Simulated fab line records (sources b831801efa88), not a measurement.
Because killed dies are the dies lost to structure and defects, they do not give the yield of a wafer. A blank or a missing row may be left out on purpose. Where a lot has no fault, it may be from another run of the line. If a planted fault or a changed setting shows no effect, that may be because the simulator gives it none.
Shared-tool check / flow sky130 / Sampled: 13 lots, 39 wafers

## REASON FOR OPENING
At SKY_NWELL_RS_MEAS_29 the reading NWELL_RS is flagged on 3 of 13 lots. No-fault wafers: 624.6 ohm/sq, standard deviation 1.4.
Rule: a lot is flagged in two cases, either no wafer of it has a number, or all its wafers with numbers fall more than 4 standard deviations from that mean. All remaining lots are regarded as sound.

lot=L874; measured=day 5 09:06; on=film-metro-03; NWELL_RS (ohm/sq), wafer by wafer=624.6 623.1 624.5; flag=
lot=L875; measured=day 5 17:05; on=film-metro-02; NWELL_RS (ohm/sq), wafer by wafer=624.1 622.5 623.4; flag=
lot=L877; measured=day 6 06:02; on=film-metro-02; NWELL_RS (ohm/sq), wafer by wafer=625.2 624.2 622.3; flag=
lot=L880; measured=day 6 20:10; on=film-metro-03; NWELL_RS (ohm/sq), wafer by wafer=625.2 624.6 623.6; flag=
lot=L881; measured=day 7 01:26; on=film-metro-02; NWELL_RS (ohm/sq), wafer by wafer=626.2 624.0 624.7; flag=
lot=L882; measured=day 7 13:49; on=film-metro-01; NWELL_RS (ohm/sq), wafer by wafer=636.0 634.8 636.9; flag=FLAGGED
lot=L883; measured=day 7 16:23; on=film-metro-03; NWELL_RS (ohm/sq), wafer by wafer=636.6 635.3 635.9; flag=FLAGGED
lot=L886; measured=day 8 11:00; on=film-metro-01; NWELL_RS (ohm/sq), wafer by wafer=634.1 632.3 632.8; flag=FLAGGED
lot=L888; measured=day 9 00:10; on=film-metro-03; NWELL_RS (ohm/sq), wafer by wafer=624.3 624.7 625.8; flag=
lot=L893; measured=day 10 06:25; on=film-metro-03; NWELL_RS (ohm/sq), wafer by wafer=625.3 625.2 624.2; flag=
lot=L894; measured=day 10 13:02; on=film-metro-01; NWELL_RS (ohm/sq), wafer by wafer=624.5 623.3 620.9; flag=
lot=L896; measured=day 11 07:25; on=film-metro-02; NWELL_RS (ohm/sq), wafer by wafer=623.8 624.9 624.5; flag=
lot=L897; measured=day 11 10:19; on=film-metro-03; NWELL_RS (ohm/sq), wafer by wafer=624.4 624.3 625.7; flag=
On average the flagged lots' numbers are 635.0 ohm/sq, which is +10.4 ohm/sq against the usual, or +7 standard deviations.

## TOOL THAT RAN EACH LOT
The record holds 1 process step before the reading, out of a route of 708 steps. Each cell gives the tool, then ch followed by the chambers the sampled wafers passed through, then the start.
lot=L874; flag=; SKY_NWELL_IMPLANT_12=implanter-02 ch 0, day 4 14:11
lot=L875; flag=; SKY_NWELL_IMPLANT_12=implanter-04 ch 0, day 4 22:12
lot=L877; flag=; SKY_NWELL_IMPLANT_12=implanter-01 ch 0, day 5 10:19
lot=L880; flag=; SKY_NWELL_IMPLANT_12=implanter-02 ch 0, day 6 00:23
lot=L881; flag=; SKY_NWELL_IMPLANT_12=implanter-02 ch 0, day 6 05:30
lot=L882; flag=FLAGGED; SKY_NWELL_IMPLANT_12=implanter-02 ch 0, day 6 17:21
lot=L883; flag=FLAGGED; SKY_NWELL_IMPLANT_12=implanter-02 ch 0, day 6 19:53
lot=L886; flag=FLAGGED; SKY_NWELL_IMPLANT_12=implanter-02 ch 0, day 7 13:12
lot=L888; flag=; SKY_NWELL_IMPLANT_12=implanter-01 ch 0, day 8 02:19
lot=L893; flag=; SKY_NWELL_IMPLANT_12=implanter-01 ch 0, day 9 06:44
lot=L894; flag=; SKY_NWELL_IMPLANT_12=implanter-04 ch 0, day 9 13:12
lot=L896; flag=; SKY_NWELL_IMPLANT_12=implanter-01 ch 0, day 10 06:29
lot=L897; flag=; SKY_NWELL_IMPLANT_12=implanter-01 ch 0, day 10 09:18
What these steps do:
- SKY_NWELL_IMPLANT_12
- SKY_NWELL_RS_MEAS_29: measures by four-point-probe.

## FLAGGED AGAINST TOTAL, ONE TOOL AT A TIME (gauges that did the reading follow at the end)
step=SKY_NWELL_IMPLANT_12; tool=implanter-01; lots run=5; flagged=0; share of the flagged lots=none; sound lots run after its first flagged lot=-
step=SKY_NWELL_IMPLANT_12; tool=implanter-02; lots run=6; flagged=3; share of the flagged lots=all; sound lots run after its first flagged lot=0
step=SKY_NWELL_IMPLANT_12; tool=implanter-04; lots run=2; flagged=0; share of the flagged lots=none; sound lots run after its first flagged lot=-
step=SKY_NWELL_RS_MEAS_29; tool=film-metro-01; lots run=3; flagged=2; share of the flagged lots=some; sound lots run after its first flagged lot=1 (L894)
step=SKY_NWELL_RS_MEAS_29; tool=film-metro-02; lots run=4; flagged=0; share of the flagged lots=none; sound lots run after its first flagged lot=-
step=SKY_NWELL_RS_MEAS_29; tool=film-metro-03; lots run=6; flagged=1; share of the flagged lots=some; sound lots run after its first flagged lot=3 (L888,L893,L897)

## WHAT IS ALLOWED BY THE TABLE
1 row of the table ran every flagged lot: implanter-02 at SKY_NWELL_IMPLANT_12.
- implanter-02 at SKY_NWELL_IMPLANT_12: 3 of its 6 lots flagged. It ran its last sound lot, L881, at day 6 05:30 and its first flagged lot, L882, at day 6 17:21: a fault with its onset between the two fits. Its own readings lie more than 4 standard deviations out on every wafer of the flagged lots: dose-ions-cm2, faraday-current-uA.
Just one tool remains: implanter-02 at SKY_NWELL_IMPLANT_12.

## WHAT THE SIMULATOR HAD INSERTED
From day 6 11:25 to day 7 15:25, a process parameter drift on implanter-02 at SKY_NWELL_IMPLANT_12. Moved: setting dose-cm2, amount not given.
Shown lots that were struck: L882, L883, L886. The same result came from the rule above.
